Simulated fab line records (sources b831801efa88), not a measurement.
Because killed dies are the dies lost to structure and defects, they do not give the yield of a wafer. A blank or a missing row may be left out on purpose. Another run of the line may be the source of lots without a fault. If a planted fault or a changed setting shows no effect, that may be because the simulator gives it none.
fab line records    flow sfq-line
record lots=6  wafers=17  last-day=94
route steps=325 shown M3@132 I3@133
lots that met no fault: from a run of the same line without faults
start-h: the number of hours between the record's first day and the start of the first shown wafer of the lot    wait-h: hours elapsed since this lot's preceding step    " unchanged from the row above    L1.1+2: several wafers, shown together as one row    - either no value or no given start    * or withheld: withheld    < > ~ a bound
route shown NAME@n: a module of which the file shows steps, and the number in the route of the first    usual: the fault-free wafers' mean and standard deviation    same: alike in all rows    chamber/n: place in a boat    sites: readings site by site    _std_site: standard deviation across them    _edge_site: the outer-site mean with the inner-site mean subtracted    radius-mm: for every site, how far away it sits from the centre of the wafer    mask NAME#n: copy n    behind: the tool/chamber that last shaped the wafer    hold: the reason the lot was held/the length of the hold in hours/how it ended    device: the n, p or np transistor that did not switch    end of line: the tests these same wafers got at the end of their route    for a step that has no rows: nothing shown but its recipe    killed: count of dies lost to structure and defects at first sort (not the wafer's yield)    map: a wafer's dies, x killed, . not, _ none there
set.NAME: setting as actually run; set.NAME@STEP: the setting as run at that earlier step    model.NAME: the simulator's own value behind a step, which no gauge read
certain route steps with their lots: each step a table, each wafer a row
services: a tool's chamber out of use, with start hour (start-h, from the record's first day; less than 0 if before it), hours out, and reason
## steps
# step SFQ_TRILAYER_M3_STRIP_SOLV_CLEAN_080
# recipe chemistry=NMP  temp-c=70  time-s=600
# step SFQ_TRILAYER_I3_DEP_PECVD_081
# recipe material=SiO2  temp-c=150  time-s=111.11  pressure-torr=2.4  rf-w=183.3  precursor=SiH4/N2O  target-thk-nm=500
# usual heater-power-w=90/11  throttle-valve-pct=24.6/1.4
lot.wafer  tool      chamber  start-h  wait-h  heater-power-w  throttle-valve-pct
L186.3     pecvd-01  1        846.37   0.0     72              24.5
L186.4     "         2        "        "       76              24.1
L186.5     "         1        "        "       76              24.4
L189.1     pecvd-01  2        879.00   0.0     70              24.2
L189.3     "         1        "        "       78              24.4
L189.6     "         0        "        "       83              23.2
L195.3     pecvd-03  0        943.82   0.0     99              28.1
L195.4     "         1        "        "       92              25.7
L195.5     "         2        "        "       71              25.5
L203.3     pecvd-01  0        1010.59  0.0     84              23.3
L203.4     "         1        "        "       66              25.0
L206.1     pecvd-03  2        1037.12  0.0     72              25.4
L206.3     "         1        "        "       98              25.5
L206.5     "         2        "        "       75              25.3
L207.4     pecvd-01  2        1038.36  0.0     79              24.4
L207.5     "         1        "        "       75              24.9
L207.6     "         0        "        "       84              23.7
# step SFQ_TRILAYER_I3_CMP_CMP_082
# recipe material=SiO2  down-force-psi=3  platen-rpm=60  pad-velocity-m-s=0.94248
# usual motor-current-A=10.2/0.78  slurry-flow-ml-min=150.0/0.44  time-to-endpoint-s=210/9.5
lot.wafer  tool    chamber  start-h  wait-h  motor-current-A  slurry-flow-ml-min  time-to-endpoint-s
L186.4     cmp-01  3        846.44   0.0     9.5              149.8               214
L186.3     "       1        847.44   1.0     9.8              149.2               197
L186.5     "       0        848.94   2.5     10.8             149.6               217
L189.3     cmp-02  0        879.08   0.0     11.4             150.1               186
L189.1     "       1        "        "       9.6              150.2               200
L189.6     "       1        881.58   2.5     9.5              150.1               214
L195.4     cmp-02  1        945.70   1.8     9.5              149.9               206
L195.3     "       0        947.20   3.3     11.5             150.1               194
L195.5     "       1        "        "       9.1              149.0               213
L203.3     cmp-02  3        1023.28  12.7    10.2             150.6               205
L203.4     "       1        1024.28  13.6    9.9              150.2               203
L206.1     cmp-02  1        1052.78  15.6    9.3              149.8               211
L206.3     "       3        1053.78  16.6    10.2             150.2               208
L206.5     "       1        1054.78  17.6    9.3              150.1               215
L207.4     cmp-01  3        1054.10  15.7    9.7              150.2               207
L207.5     "       3        1056.10  17.7    9.0              149.7               200
L207.6     "       0        "        "       11.0             150.3               216
# step SFQ_I3_BOW_MEAS_922
# recipe mode=bow
# usual I3_BOW=4/9.1
lot.wafer  tool           chamber  start-h  wait-h  I3_BOW[um]
L186.3     film-metro-02  -        849.48   1.5     -7
L186.4     "              -        "        "       12
L186.5     "              -        "        "       14
L189.1     film-metro-01  -        882.08   2.0     8
L189.3     "              -        "        "       6
L189.6     "              -        "        "       10
L195.3     film-metro-02  -        948.74   1.0     -9
L195.4     "              -        "        "       -5
L195.5     "              -        "        "       0
L203.3     film-metro-03  -        1025.82  2.0     11
L203.4     "              -        "        "       -8
L206.1     film-metro-02  -        1055.78  2.5     -23
L206.3     "              -        "        "       -9
L206.5     "              -        "        "       2
L207.4     film-metro-03  -        1057.16  2.6     2
L207.5     "              -        "        "       -4
L207.6     "              -        "        "       -10
# step SFQ_TRILAYER_I3_METRO_MEASURE_083
# usual thk-nm=198.9/1.3
lot.wafer  tool           chamber  start-h  wait-h  thk-nm
L186.3     film-metro-02  -        849.96   0.5     200.3
L186.4     "              -        "        "       200.1
L186.5     "              -        "        "       201.0
L189.1     film-metro-01  -        882.20   0.1     198.3
L189.3     "              -        "        "       199.5
L189.6     "              -        "        "       200.0
L195.3     film-metro-02  -        949.22   0.5     197.1
L195.4     "              -        "        "       198.1
L195.5     "              -        "        "       198.4
L203.3     film-metro-03  -        1026.30  0.5     198.1
L203.4     "              -        "        "       198.6
L206.1     film-metro-02  -        1055.90  0.1     198.7
L206.3     "              -        "        "       199.4
L206.5     "              -        "        "       199.2
L207.4     film-metro-03  -        1057.82  0.6     198.7
L207.5     "              -        "        "       198.4
L207.6     "              -        "        "       199.9
# step SFQ_TRILAYER_I3_VIA_LITHO_COAT_090
# recipe resist=BARC  spin-rpm=3000  resist-thk-nm=62
# step SFQ_TRILAYER_I3_VIA_LITHO_COAT_085
# recipe resist=KrF  spin-rpm=3000  resist-thk-nm=650
# step SFQ_TRILAYER_I3_VIA_LITHO_SOFTBAKE_089
# recipe temp-c=withheld  time-s=withheld  resist=KrF
# step SFQ_TRILAYER_I3_VIA_LITHO_EXPOSE_086
# recipe mask-id=I3  na=0.6  source-shape=conventional  sigma-outer=0.65  target-cd-nm=500  dose-mj=21.3
# step SFQ_TRILAYER_I3_VIA_LITHO_PEB_088
# recipe peb-temp-c=115  peb-time-s=60  resist=KrF
# step SFQ_TRILAYER_I3_VIA_LITHO_DEVELOP_087
# recipe time-s=60  resist=KrF
# step SFQ_I3_OVL_MEAS_923
# usual I3_OVL=0/5.5
lot.wafer  tool        chamber  start-h  wait-h  I3_OVL[nm]
L186.3     overlay-01  -        978.41   0.1     -3
L186.4     "           -        "        "       -7
L186.5     "           -        "        "       -12
L189.1     overlay-02  -        1027.60  0.1     1
L189.3     "           -        "        "       5
L189.6     "           -        "        "       0
L195.3     overlay-01  -        1097.68  0.1     0
L195.4     "           -        "        "       -9
L195.5     "           -        "        "       3
L203.3     overlay-01  -        1161.53  0.1     -3
L203.4     "           -        "        "       -3
L206.1     overlay-02  -        1197.52  0.1     12
L206.3     "           -        "        "       10
L206.5     "           -        "        "       6
L207.4     overlay-01  -        1198.74  0.1     -10
L207.5     "           -        "        "       3
L207.6     "           -        "        "       -5
# step SFQ_TRILAYER_I3_VIA_BARC_OPEN_VIA_ETCH_121
# recipe mask-material=PR  chemistry=O2  target-depth-nm=125  target=BARC  source-w=500  bias-w=80  pressure-mtorr=30  time-s=41.7
# usual bias-w=79.97/0.25  drypump-motor-current-A=5.6/0.45  oes-product-au=0.685/0.0046  run-length-s=70.1/0.56
lot.wafer  tool         chamber  start-h  wait-h  bias-w  drypump-motor-current-A  oes-product-au  rf-hours-counter-h  run-length-s  model.KrF_of_TRILAYER_I3_VIA_LITHO_COAT_085.thk-nm
L186.3     rie-diel-03  0        978.43   0.0     79.98   6.2                      0.693           4                   71.1          569.9
L186.4     "            1        "        "       80.25   5.8                      0.685           5                   69.5          572
L186.5     "            2        "        "       80.42   5.7                      0.686           -                   69.7          569.1
L189.1     rie-diel-01  3        1027.63  0.0     79.60   5.6                      0.694           7                   70.6          567.9
L189.3     "            1        "        "       79.96   5.2                      0.684           6                   70.0          571.5
L189.6     "            1        "        "       80.07   5.2                      0.688           -                   70.1          570.7
L195.3     rie-diel-03  3        1097.71  0.0     79.98   5.0                      0.690           3                   69.8          570
L195.4     "            0        "        "       80.21   6.2                      0.681           5                   70.7          571.3
L195.5     "            2        "        "       79.88   5.7                      0.683           -                   69.5          569.1
L203.3     rie-diel-03  1        1161.56  0.0     80.22   5.8                      0.629           7                   78.6          560.9
L203.4     "            3        "        "       79.75   5.0                      0.685           4                   70.1          572.8
L206.1     rie-diel-03  2        1197.56  0.0     79.76   5.7                      0.695           12                  69.6          572.4
L206.3     "            1        "        "       79.71   5.8                      0.630           8                   79.1          564.1
L206.5     "            0        "        "       79.58   6.2                      0.682           -                   71.0          572.4
L207.4     rie-diel-04  0        1198.76  0.0     79.61   5.0                      0.680           3                   69.7          570.9
L207.5     "            3        "        "       80.21   6.2                      0.684           -                   69.4          572.3
L207.6     "            2        "        "       79.70   5.5                      0.685           -                   70.3          571.6
# step SFQ_TRILAYER_I3_VIA_ETCH_VIA_ETCH_088
# recipe target=SiO2  stop-on=Nb  mask-material=PR  taper-deg=20  chemistry=CHF3  target-depth-nm=260  source-w=500  bias-w=80  pressure-mtorr=30  time-s=withheld
# usual bias-w=79.99/0.25  drypump-motor-current-A=5.6/0.45  oes-product-au=0.852/0.0053
lot.wafer  tool         chamber  start-h  wait-h  bias-w  drypump-motor-current-A  oes-product-au  model.KrF_of_TRILAYER_I3_VIA_LITHO_COAT_085.thk-nm
L186.3     rie-diel-03  0        978.47   0.0     79.34   6.2                      0.857           523.9
L186.4     "            1        "        "       79.90   5.8                      0.849           527.2
L186.5     "            2        "        "       79.88   5.7                      0.855           523.8
L189.1     rie-diel-01  3        1027.67  0.0     80.07   5.7                      0.852           522.1
L189.3     "            1        "        "       80.39   5.2                      0.848           527.7
L189.6     "            1        "        "       80.41   5.2                      0.854           526.5
L195.3     rie-diel-03  3        1097.75  0.0     80.10   5.0                      0.851           524
L195.4     "            0        "        "       79.79   6.2                      0.846           525
L195.5     "            2        "        "       79.27   5.7                      0.851           523.8
L203.3     rie-diel-03  1        1161.60  0.0     79.75   5.8                      0.841           516.7
L203.4     "            3        "        "       80.11   5.0                      0.849           527.7
L206.1     rie-diel-03  2        1197.60  0.0     79.79   5.7                      0.855           526.6
L206.3     "            1        "        "       80.08   5.8                      0.849           518.9
L206.5     "            0        "        "       80.17   6.2                      0.853           525.5
L207.4     rie-diel-04  0        1198.80  0.0     79.47   5.0                      0.847           525
L207.5     "            3        "        "       80.05   6.2                      0.848           527.1
L207.6     "            2        "        "       80.03   5.5                      0.848           525.7
# step SFQ_TRILAYER_I3_VIA_STRIP_STRIP_089
# recipe gas=O2  power-w=200  platen-temp-c=40  overash-fraction=0.65  chemistry=O2  pressure-mtorr=50
# usual drypump-motor-current-A=5.9/0.48  oes-product-au=1.004/0.016
lot.wafer  tool          chamber  start-h  wait-h  drypump-motor-current-A  oes-product-au  rf-hours-counter-h
L186.3     rie-metal-02  1        978.78   -       5.8                      0.990           -
L186.4     "             0        "        "       6.3                      0.987           -
L186.5     "             1        "        "       5.9                      0.994           -
L189.1     rie-metal-03  1        1027.78  -       6.5                      1.012           15
L189.3     "             0        "        "       5.0                      1.016           -
L189.6     "             1        "        "       6.5                      1.003           -
L195.3     rie-metal-04  1        1098.06  -       5.7                      1.020           -
L195.4     "             0        "        "       6.2                      0.996           -
L195.5     "             0        "        "       6.2                      0.997           -
L203.3     rie-metal-04  1        1161.91  -       5.7                      1.035           -
L203.4     "             0        "        "       6.2                      0.988           -
L206.1     rie-metal-02  1        1197.71  -       5.8                      1.010           23
L206.3     "             0        "        "       6.3                      0.996           -
L206.5     "             0        "        "       6.3                      0.977           -
L207.4     rie-metal-03  0        1199.11  -       5.1                      0.983           -
L207.5     "             1        "        "       6.5                      1.010           -
L207.6     "             0        "        "       5.1                      0.978           -
## services
tool           chamber  start-h  hours  kind
cmp-02         -        847.40   2.1    repair
pecvd-01       0        861.90   12.1   repair
cmp-02         -        901.09   5.6    pm
rie-diel-03    2        903.31   3.2    repair
cmp-02         -        911.76   2.4    repair
film-metro-02  -        916.81   0.6    pm
cmp-02         -        917.20   4.0    pm
film-metro-02  -        926.05   0.5    pm
pecvd-01       2        933.96   6.9    repair
film-metro-02  -        960.72   0.5    pm
rie-diel-03    3        961.02   13.5   repair
pecvd-01       -        1020.40  0.8    repair
pecvd-01       -        1036.54  0.9    repair
rie-diel-03    -        1053.45  2.8    pm
rie-diel-03    0        1057.02  7.0    repair
cmp-02         -        1066.06  1.3    repair
pecvd-01       -        1073.24  5.5    pm
rie-diel-03    -        1077.99  14.6   pm
pecvd-01       -        1086.95  6.1    repair
rie-diel-03    1        1105.31  1.3    repair
pecvd-01       1        1110.96  1.7    repair
pecvd-01       2        1143.67  14.3   repair
pecvd-01       0        1165.47  23.2   repair
cmp-02         -        1169.54  5.6    pm
## key
first-sign step=SFQ_TRILAYER_I3_VIA_BARC_OPEN_VIA_ETCH_121  reading=run-length-s  direction=up  sigmas=16  usual=*  struck=*
effect step=SFQ_TRILAYER_I3_VIA_BARC_OPEN_VIA_ETCH_121  reading=oes-product-au  direction=down  sigmas=12  usual=0.685  struck=0.630
model-effect step=SFQ_TRILAYER_I3_VIA_BARC_OPEN_VIA_ETCH_121  value=KrF_of_TRILAYER_I3_VIA_LITHO_COAT_085.thk-nm  without=573.7  struck=562.5
model-effect step=SFQ_TRILAYER_I3_VIA_ETCH_VIA_ETCH_088  value=KrF_of_TRILAYER_I3_VIA_LITHO_COAT_085.thk-nm  without=529  struck=517.8
met-at SFQ_TRILAYER_I3_VIA_BARC_OPEN_VIA_ETCH_121
struck-wafers L203.3,L206.3
onset-between 1097.71 1161.56
fault kind=process-parameter-drift  tool=rie-diel-03  chamber=-  onset-h=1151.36  steps=SFQ_TRILAYER_I3_VIA_BARC_OPEN_VIA_ETCH_121  channel=time-s  offset=*  shape=step  end-h=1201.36  scope=struck-wafers-only  acts-in=*  stated=*
